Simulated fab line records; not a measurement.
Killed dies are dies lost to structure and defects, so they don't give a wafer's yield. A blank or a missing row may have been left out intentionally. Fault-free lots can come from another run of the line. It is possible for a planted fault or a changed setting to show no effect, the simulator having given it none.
fab line records	flow sky130
record: lots: 5	wafers: 15	last-day: 49
route steps=708 shown CONTACT@422 METAL1@434 PAD_OPEN@708
lots untouched by any fault: they come from a run of this same line in which no faults occurred
start-h: the number of hours between the record's first day and the start of the first shown wafer of the lot	wait-h: hours elapsed since this lot's preceding step	" same as the row above	L1.1+2: one row covering several wafers at once	- no value, or no start was given	* or withheld: withheld	< > ~ a bound
route shown NAME@n: names a module that has steps shown in the file, with the first one's number in the route	usual: mean and standard deviation over wafers with no fault	same: alike in all rows	chamber/n: place in a boat	sites: per-site readings	_std_site: standard deviation of those values	_edge_site: outer sites' mean less inner sites'	radius-mm: for every site, how far away it sits from the centre of the wafer	mask NAME#n: copy n	behind: the last tool/chamber to shape the wafer	hold: why the lot was held/for how many hours/how that ended	device: transistor that didn't switch, given as n, p or np	end of line: tests of these same wafers at the route's end	a step without rows: its recipe alone	killed: the dies lost at the first sort to structure and to defects; this is not the yield of the wafer	map: a wafer's dies, marking killed ones x, the rest . and places with no die _
set.NAME: the setting the step ran with; set.NAME@STEP: the setting that earlier step ran with	model.NAME: the simulator's own value behind a step, which no gauge read
lots at some steps of the route; a table a step, a row a wafer
services: from which hour (start-h, from the record's first day; less than 0 if before it) a tool's chamber was out of use, for how many hours, and why
== steps ==
step: SKY_CONTACT_ETCH_16
recipe: chemistry: N2/H2	target: BARC	ion-energy-ev: 200	source-w: 500	bias-w: 100	pressure-mtorr: 30	n2-flow-sccm: 100	h2-flow-sccm: 200	stop-on: SiO2	time-s: 45.9	target-depth-a: 600
usual: drypump-motor-current-A: 5.7/0.31	oes-product-au: 0.855/0.0049	throttle-valve-pct: 13.225/0.0089
lot.wafer	tool	chamber	start-h	wait-h	drypump-motor-current-A	oes-product-au	rf-hours-counter-h	throttle-valve-pct
L567.1	rie-diel-04	0	762.17	0.0	6.0	0.860	5	13.232
L567.2	"	1	"	"	5.3	0.851	8	13.206
L567.4	"	2	"	"	5.6	0.854	18	13.229
L568.2	rie-diel-02	0	768.77	0.0	5.9	0.856	13	13.235
L568.5	"	0	"	"	5.9	0.845	-	13.243
L568.6	"	3	"	"	5.9	0.860	-	13.210
L573.2	rie-diel-04	0	812.82	0.0	6.0	0.856	6	13.234
L573.3	"	2	"	"	5.6	0.855	20	13.223
L573.6	"	2	"	"	5.6	0.847	-	13.224
L581.2	rie-diel-04	2	873.69	0.0	5.6	0.866	22	13.230
L581.3	"	3	"	"	5.7	0.852	0	13.215
L581.5	"	0	"	"	6.0	0.855	-	13.242
L583.2	rie-diel-04	1	880.41	0.0	5.3	0.859	13	13.230
L583.3	"	2	"	"	5.6	0.852	23	13.221
L583.5	"	1	"	"	5.3	0.858	-	13.230
step: SKY_CONTACT_ETCH_17
recipe: target: SiO2	chemistry: C4F8/O2/Ar	stop-on: Si3N4	mask-material: KrF-thick	source-w: 1500	bias-w: 1200	pressure-mtorr: 40	c4f8-flow-sccm: withheld	O2_flow_sccm: 6	Ar_flow_sccm: 300	time-s: withheld	target-depth-a: 3400
step: SKY_CONTACT_ETCH_18
recipe: target: Si3N4	chemistry: CHF3/O2	stop-on: TiN	source-w: 600	bias-w: 200	pressure-mtorr: 40	chf3-flow-sccm: 50	O2_flow_sccm: 5	time-s: 39	target-depth-a: 750
usual: drypump-motor-current-A: 5.7/0.3	oes-product-au: 0.853/0.0068	throttle-valve-pct: 8.792/0.0093
lot.wafer	tool	chamber	start-h	wait-h	drypump-motor-current-A	oes-product-au	rf-hours-counter-h	throttle-valve-pct
L567.1	rie-diel-04	0	-	-	6.0	0.858	5	8.789
L567.2	"	1	"	"	5.3	0.847	8	8.767
L567.4	"	2	"	"	5.6	0.864	19	8.786
L568.2	rie-diel-02	0	-	-	5.8	0.845	13	8.787
L568.5	"	0	"	"	5.9	0.850	-	8.786
L568.6	"	3	"	"	5.9	0.864	-	8.787
L573.2	rie-diel-04	0	-	-	6.0	0.851	6	8.807
L573.3	"	2	"	"	5.6	0.851	20	8.790
L573.6	"	2	"	"	5.6	0.873	-	8.791
L581.2	rie-diel-04	2	-	-	5.6	0.841	22	8.792
L581.3	"	3	"	"	5.8	0.852	1	8.786
L581.5	"	0	"	"	6.0	0.855	-	8.782
L583.2	rie-diel-04	1	-	-	5.4	0.845	13	8.804
L583.3	"	2	"	"	5.6	0.851	23	8.791
L583.5	"	1	"	"	5.3	0.861	-	8.795
step: SKY_CONTACT_STRIP_19
recipe: chemistry: O2/N2	power-w: 1400	pressure-mtorr: 1500	platen-temp-c: withheld	o2-flow-sccm: 3000	n2-flow-sccm: 300	overash-fraction: 0.5
usual: drypump-motor-current-A: 5.9/0.42	oes-product-au: 0.380/0.0046	strip-time-to-endpoint-s: 3.614/0.026
lot.wafer	tool	chamber	start-h	wait-h	drypump-motor-current-A	oes-product-au	rf-hours-counter-h	strip-time-to-endpoint-s
L567.1	plasma-asher-03	0	762.31	-	5.8	0.373	33	3.624
L567.2	"	1	"	"	6.0	0.380	33	3.610
L567.4	"	1	"	"	6.0	0.377	-	3.629
L568.2	plasma-asher-03	1	768.90	-	6.0	0.386	34	3.631
L568.5	"	1	"	"	6.0	0.382	-	3.611
L568.6	"	0	"	"	5.8	0.387	-	3.618
L573.2	plasma-asher-02	0	812.96	-	6.6	0.387	64	3.621
L573.3	"	0	"	"	6.6	0.382	-	3.650
L573.6	"	1	"	"	5.5	0.387	-	3.643
L581.2	plasma-asher-02	1	873.83	-	5.4	0.381	70	3.619
L581.3	"	0	"	"	6.6	0.383	-	3.652
L581.5	"	1	"	"	5.4	0.379	-	3.604
L583.2	plasma-asher-02	1	880.54	-	5.5	0.382	71	3.558
L583.3	"	0	"	"	6.6	0.376	-	3.569
L583.5	"	1	"	"	5.4	0.388	-	3.583
step: SKY_CONTACT_STRIP_20
recipe: chemistry: post-etch-residue-remover	time-s: 1200	temp-c: 72.5
step: SKY_CONTACT_CLEAN_21
recipe: chemistry: IPA	time-s: 180	temp-c: 25
step: SKY_CONTACT_CLEAN_22
recipe: chemistry: O3/DIW	dry: n2-spin
step: SKY_CONTACT_SPUTTER_23
recipe: material: TiN	target-thk-nm: 20	chamber-pressure-pa: 5	power-w: 4000	time-s: 80
usual: chamber-pressure-pa: 5.000/0.01	throttle-valve-pct: 30.0/1.2
lot.wafer	tool	chamber	start-h	wait-h	chamber-pressure-pa	throttle-valve-pct
L567.1	pvd-sputter-04	-	762.90	0.0	4.997	29.0
L567.2	"	-	"	"	5.007	29.1
L567.4	"	-	"	"	4.991	29.9
L568.2	pvd-sputter-04	-	769.49	0.0	4.997	30.0
L568.5	"	-	"	"	5.009	29.1
L568.6	"	-	"	"	5.008	28.0
L573.2	pvd-sputter-04	-	813.58	0.0	4.992	27.9
L573.3	"	-	"	"	4.994	29.2
L573.6	"	-	"	"	4.995	29.0
L581.2	pvd-sputter-02	-	874.45	0.0	4.995	30.8
L581.3	"	-	"	"	4.999	31.5
L581.5	"	-	"	"	5.001	31.8
L583.2	pvd-sputter-02	-	881.14	0.0	5.008	31.4
L583.3	"	-	"	"	4.970	30.8
L583.5	"	-	"	"	5.012	31.0
step: SKY_CONTACT_CVD_24
recipe: material: W	target-thk-nm: 340	time-s: 102.12	temp-c: 400	pressure-torr: 40
step: SKY_CONTACT_RS_MEAS_25
recipe: thk-meas-gauge: four-point-probe	reads: W_of_CONTACT_CVD_24+TiN_of_CONTACT_SPUTTER_23
usual: CONTACT_W_RS: 0.338/0.0043
lot.wafer	tool	chamber	start-h	wait-h	CONTACT_W_RS[ohm/sq]
L567.1	film-metro-01	-	763.07	0.1	0.328
L567.2	"	-	"	"	0.342
L567.4	"	-	"	"	0.339
L568.2	film-metro-02	-	769.68	0.1	0.342
L568.5	"	-	"	"	0.335
L568.6	"	-	"	"	0.341
L573.2	film-metro-02	-	813.77	0.1	0.339
L573.3	"	-	"	"	0.341
L573.6	"	-	"	"	0.337
L581.2	film-metro-04	-	874.64	0.1	0.345
L581.3	"	-	"	"	0.339
L581.5	"	-	"	"	0.338
L583.2	film-metro-02	-	881.33	0.1	0.340
L583.3	"	-	"	"	0.337
L583.5	"	-	"	"	0.340
step: SKY_CONTACT_THK_MEAS_26
recipe: thk-meas-gauge: xrf	reads: W_of_CONTACT_CVD_24
usual: CONTACT_W_THK: 326/6.1
lot.wafer	tool	chamber	start-h	wait-h	CONTACT_W_THK[nm]
L567.1	film-metro-01	-	763.19	0.1	340
L567.2	"	-	"	"	326
L567.4	"	-	"	"	327
L568.2	film-metro-02	-	769.79	0.1	316
L568.5	"	-	"	"	324
L568.6	"	-	"	"	319
L573.2	film-metro-02	-	813.88	0.1	326
L573.3	"	-	"	"	326
L573.6	"	-	"	"	330
L581.2	film-metro-04	-	874.75	0.1	318
L581.3	"	-	"	"	322
L581.5	"	-	"	"	323
L583.2	film-metro-02	-	881.44	0.1	320
L583.3	"	-	"	"	324
L583.5	"	-	"	"	321
step: SKY_CONTACT_CMP_27
recipe: stop-on: SiO2	t-overpolish-s: 15	down-force-psi: 3.5	platen-rpm: 60	target-thk-nm: 0	pad-velocity-m-s: 0.94248
step: SKY_METAL1_SPUTTER_00
recipe: material: Ti	target-thk-nm: 15	power-w: 3000	time-s: 10	chamber-pressure-pa: 0.4
usual: chamber-pressure-pa: 0.4000/0.00083	throttle-valve-pct: 29.9/1
lot.wafer	tool	chamber	start-h	wait-h	chamber-pressure-pa	throttle-valve-pct	model.Ti_of_METAL1_SPUTTER_00.thk-nm
L567.1	pvd-sputter-02	-	763.55	0.2	0.3999	30.9	15.02
L567.2	"	-	"	"	0.4003	30.7	14.94
L567.4	"	-	"	"	0.4001	31.5	14.91
L568.2	pvd-sputter-01	-	770.14	0.1	0.3995	29.2	15.08
L568.5	"	-	"	"	0.3989	28.6	15.01
L568.6	"	-	"	"	0.4006	29.0	15.08
L573.2	pvd-sputter-02	-	814.23	0.2	0.4002	31.8	14.64
L573.3	"	-	"	"	0.4012	30.8	14.57
L573.6	"	-	"	"	0.3998	30.8	20.82
L581.2	pvd-sputter-01	-	875.10	0.2	0.4002	28.5	14.96
L581.3	"	-	"	"	0.3986	29.5	15.14
L581.5	"	-	"	"	0.3993	30.0	15.12
L583.2	pvd-sputter-01	-	881.79	0.2	0.3996	29.1	14.98
L583.3	"	-	"	"	0.3993	30.3	15.16
L583.5	"	-	"	"	0.4011	29.2	15.21
step: SKY_METAL1_SPUTTER_01
recipe: material: TiN	target-thk-nm: 20	power-w: 6500	time-s: 16.7	chamber-pressure-pa: 0.4
usual: chamber-pressure-pa: 0.3999/0.00074	throttle-valve-pct: 29.9/1.1
lot.wafer	tool	chamber	start-h	wait-h	chamber-pressure-pa	throttle-valve-pct
L567.1	pvd-sputter-02	-	763.57	0.0	0.4003	30.8
L567.2	"	-	"	"	0.3986	30.6
L567.4	"	-	"	"	0.3982	31.5
L568.2	pvd-sputter-01	-	770.16	0.0	0.3995	29.0
L568.5	"	-	"	"	0.4001	28.2
L568.6	"	-	"	"	0.4001	28.8
L573.2	pvd-sputter-02	-	814.25	0.0	0.3995	31.9
L573.3	"	-	"	"	0.4002	31.1
L573.6	"	-	"	"	0.3999	30.8
L581.2	pvd-sputter-01	-	875.12	0.0	0.3999	28.3
L581.3	"	-	"	"	0.4005	29.2
L581.5	"	-	"	"	0.4016	30.0
L583.2	pvd-sputter-01	-	881.81	0.0	0.3999	29.2
L583.3	"	-	"	"	0.4003	30.3
L583.5	"	-	"	"	0.3998	29.4
step: SKY_PAD_OPEN_PROBE_99
usual: defect-limited-yield: 81.9/1.9	killed_at_M0_to_M3: 45/7.3	killed_at_M4_up: 3.2/1.8	killed-at-contacts: 25/5.5	killed-at-front-end: 15/4.2	killed-at-other: 0.3/0.69	killed-dies: 89/9.4	killed-open: 49/6.6	killed-short: 40/6.4	sort_bin_3_pad_short: 0.9/0.43	sort_bin_5_function: 10.7/1.5	sort_bin_6_memory: 6.5/1.2	sort-n-pass: 403/9.4	sort-yield-pct: 81.9/1.9
same: gross-dies: 492	killed-at-back-side: 0	sort_bin_4_leakage[%]: 0	sort_bin_8_speed[%]: 0
lot.wafer	tool	chamber	start-h	wait-h	defect-limited-yield[%]	killed_at_M0_to_M3	killed_at_M4_up	killed-at-contacts	killed-at-front-end	killed-at-other	killed-dies	killed-open	killed-short	sort_bin_3_pad_short[%]	sort_bin_5_function[%]	sort_bin_6_memory[%]	sort-n-pass	sort-yield-pct[%]
L567.1	prober-01	-	1094.71	0.1	85.8	38	3	12	17	0	70	38	32	1.0	8.1	5.1	422	85.8
L567.2	prober-01	-	1094.76	0.1	82.1	44	5	27	12	0	88	40	44	0.6	10.0	7.3	404	82.1
L567.4	prober-01	-	1094.86	0.2	85.2	35	1	22	14	1	73	43	30	0.4	10.0	4.5	419	85.2
L568.2	prober-02	-	1100.71	0.1	83.5	35	2	25	18	1	81	44	37	1.0	9.6	5.9	411	83.5
L568.5	prober-02	-	1100.86	0.2	80.1	54	3	26	15	0	98	53	43	0.8	11.4	7.7	394	80.1
L568.6	prober-02	-	1100.91	0.2	82.7	45	3	19	17	1	85	51	33	0.8	8.1	8.3	407	82.7
L573.2	prober-01	-	1130.61	0.1	84.8	37	3	24	11	0	75	42	33	0.6	10.4	4.3	417	84.8
L573.3	prober-01	-	1130.66	0.2	82.1	52	6	20	10	0	88	43	45	1.2	10.4	6.3	404	82.1
L573.6	prober-01	-	1130.81	0.2	81.5	51	5	18	16	1	91	54	37	1.2	10.6	6.7	401	81.5
L581.2	prober-01	-	1177.21	0.1	79.7	48	2	21	29	0	100	52	48	1.0	12.0	7.3	392	79.7
L581.3	prober-01	-	1177.26	0.2	82.9	46	1	24	12	1	84	42	42	0.8	10.4	5.9	408	82.9
L581.5	prober-01	-	1177.36	0.2	82.1	49	6	15	18	0	88	44	44	1.0	10.8	6.1	404	82.1
L583.2	prober-01	-	1181.86	0.1	85.8	38	1	22	9	0	70	39	30	0.4	7.9	5.9	422	85.8
L583.3	prober-01	-	1181.91	0.2	80.9	41	3	33	17	0	94	51	42	1.2	10.0	7.9	398	80.9
L583.5	prober-01	-	1182.01	0.2	80.3	44	3	32	18	0	97	58	38	0.6	12.2	6.9	395	80.3
killed by level:class
L567.1 VIA2:geometric-particle:open=8 VIA3:geometric-particle:open=8 FIELD_ISO:geometric-particle:short=5 FIELD_ISO:geometric-particle:open=5 METAL2:geometric-particle:short=5 LI_CONTACT:geometric-particle:open=4 METAL1:geometric-particle:short=4 VIA1:geometric-particle:open=3
L567.2 VIA1:geometric-particle:open=9 CONTACT:geometric-particle:open=8 LI_CONTACT:geometric-particle:open=7 VIA1:geometric-particle:short=6 VIA3:geometric-particle:open=6 VIA2:geometric-particle:short=6 METAL1:geometric-particle:short=5 LOCAL_INTERCONNECT:geometric-particle:short=5
L567.4 CONTACT:geometric-particle:open=11 VIA3:geometric-particle:open=8 VIA1:geometric-particle:open=7 FIELD_ISO:geometric-particle:short=6 VIA2:geometric-particle:open=6 VIA1:geometric-particle:short=4 LI_CONTACT:geometric-particle:open=4 METAL1:geometric-particle:short=4
L568.2 CONTACT:geometric-particle:open=11 VIA1:geometric-particle:open=7 METAL2:geometric-particle:short=7 POLY_GATE:geometric-particle:short=6 CONTACT:geometric-particle:short=6 VIA1:geometric-particle:short=6 VIA2:geometric-particle:open=5 FIELD_ISO:geometric-particle:open=4
L568.5 VIA1:geometric-particle:open=17 CONTACT:geometric-particle:open=9 CONTACT:geometric-particle:short=7 METAL1:geometric-particle:short=6 VIA2:geometric-particle:short=6 VIA2:geometric-particle:open=6 LI_CONTACT:geometric-particle:open=4 METAL2:geometric-particle:open=4
L568.6 VIA2:geometric-particle:open=9 VIA1:geometric-particle:open=8 CONTACT:geometric-particle:open=8 METAL1:geometric-particle:short=6 VIA3:geometric-particle:open=5 FIELD_ISO:geometric-particle:short=4 POLY_CUT:geometric-particle:open=4 LI_CONTACT:geometric-particle:open=4
L573.2 CONTACT:geometric-particle:open=12 METAL2:geometric-particle:short=8 VIA1:geometric-particle:open=8 VIA2:geometric-particle:open=7 LOCAL_INTERCONNECT:geometric-particle:short=6 VIA3:geometric-particle:open=6 POLY_GATE:geometric-particle:open=4 VIA1:geometric-particle:short=3
L573.3 CONTACT:geometric-particle:open=10 VIA1:geometric-particle:open=8 VIA3:geometric-particle:short=8 VIA1:geometric-particle:short=6 VIA2:geometric-particle:short=5 METAL2:geometric-particle:short=5 VIA2:geometric-particle:open=5 VIA3:geometric-particle:open=5
L573.6 CONTACT:geometric-particle:open=9 VIA1:geometric-particle:open=9 VIA3:geometric-particle:open=9 POLY_GATE:geometric-particle:open=6 METAL1:geometric-particle:short=6 VIA2:geometric-particle:open=5 POLY_GATE:geometric-particle:short=4 VIA3:geometric-particle:short=4
L581.2 FIELD_ISO:geometric-particle:short=9 CONTACT:geometric-particle:open=9 VIA1:geometric-particle:open=8 VIA1:geometric-particle:short=7 POLY_GATE:geometric-particle:open=6 METAL1:geometric-particle:short=6 VIA3:geometric-particle:open=6 LI_CONTACT:geometric-particle:open=5
L581.3 METAL1:geometric-particle:short=10 CONTACT:geometric-particle:open=9 VIA1:geometric-particle:open=6 VIA3:geometric-particle:open=6 LI_CONTACT:geometric-particle:short=5 LI_CONTACT:geometric-particle:open=5 CONTACT:geometric-particle:short=5 VIA1:geometric-particle:short=5
L581.5 VIA3:geometric-particle:short=7 VIA3:geometric-particle:open=7 FIELD_ISO:geometric-particle:short=6 VIA1:geometric-particle:open=6 VIA1:geometric-particle:short=6 VIA2:geometric-particle:open=6 LI_CONTACT:geometric-particle:open=5 CONTACT:geometric-particle:open=5
L583.2 CONTACT:geometric-particle:open=10 VIA3:geometric-particle:open=7 VIA1:geometric-particle:open=6 VIA2:geometric-particle:open=6 LI_CONTACT:geometric-particle:open=4 CONTACT:geometric-particle:short=4 METAL2:geometric-particle:short=4 VIA3:geometric-particle:short=4
L583.3 CONTACT:geometric-particle:open=16 VIA2:geometric-particle:open=9 VIA1:geometric-particle:open=8 LOCAL_INTERCONNECT:geometric-particle:short=7 FIELD_ISO:geometric-particle:open=6 CONTACT:geometric-particle:short=6 METAL1:geometric-particle:short=5 FIELD_ISO:geometric-particle:short=4
L583.5 LI_CONTACT:geometric-particle:open=12 CONTACT:geometric-particle:open=11 VIA1:geometric-particle:open=8 METAL1:geometric-particle:short=7 VIA2:geometric-particle:open=7 POLY_GATE:geometric-particle:open=5 VIA1:geometric-particle:short=5 METAL2:geometric-particle:short=5
== services ==
tool	chamber	start-h	hours	kind
plasma-asher-03	-	802.61	2.8	pm
rie-diel-02	2	808.74	5.6	repair
rie-diel-04	3	810.60	13.1	repair
pvd-sputter-02	-	810.82	3.4	repair
rie-diel-02	-	822.25	2.8	pm
rie-diel-02	0	826.38	7.5	repair
rie-diel-04	3	836.33	-	clean
rie-diel-04	3	836.33	18.7	scheduled-down
rie-diel-04	3	836.33	18.7	vent-cycle
rie-diel-02	1	846.28	6.7	repair
pvd-sputter-01	-	855.56	1.3	repair
rie-diel-04	3	859.52	2.9	repair
rie-diel-04	2	860.83	8.7	repair
== key ==
first-sign none at tools or gauges
model-effect: step: SKY_METAL1_SPUTTER_00	value: Ti_of_METAL1_SPUTTER_00.thk-nm	without: 14.45	struck: 20.82
met-at SKY_METAL1_SPUTTER_00
struck-wafers L573.6
onset-between 763.55 814.23
fault: kind: process-parameter-drift	tool: pvd-sputter-02	chamber: -	onset-h: 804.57	steps: SKY_METAL1_SPUTTER_00	channel: target-thk-nm	offset: 6.3691	shape: step	end-h: 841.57	scope: struck-wafers-only	acts-in: these-recipes-only	stated: 15
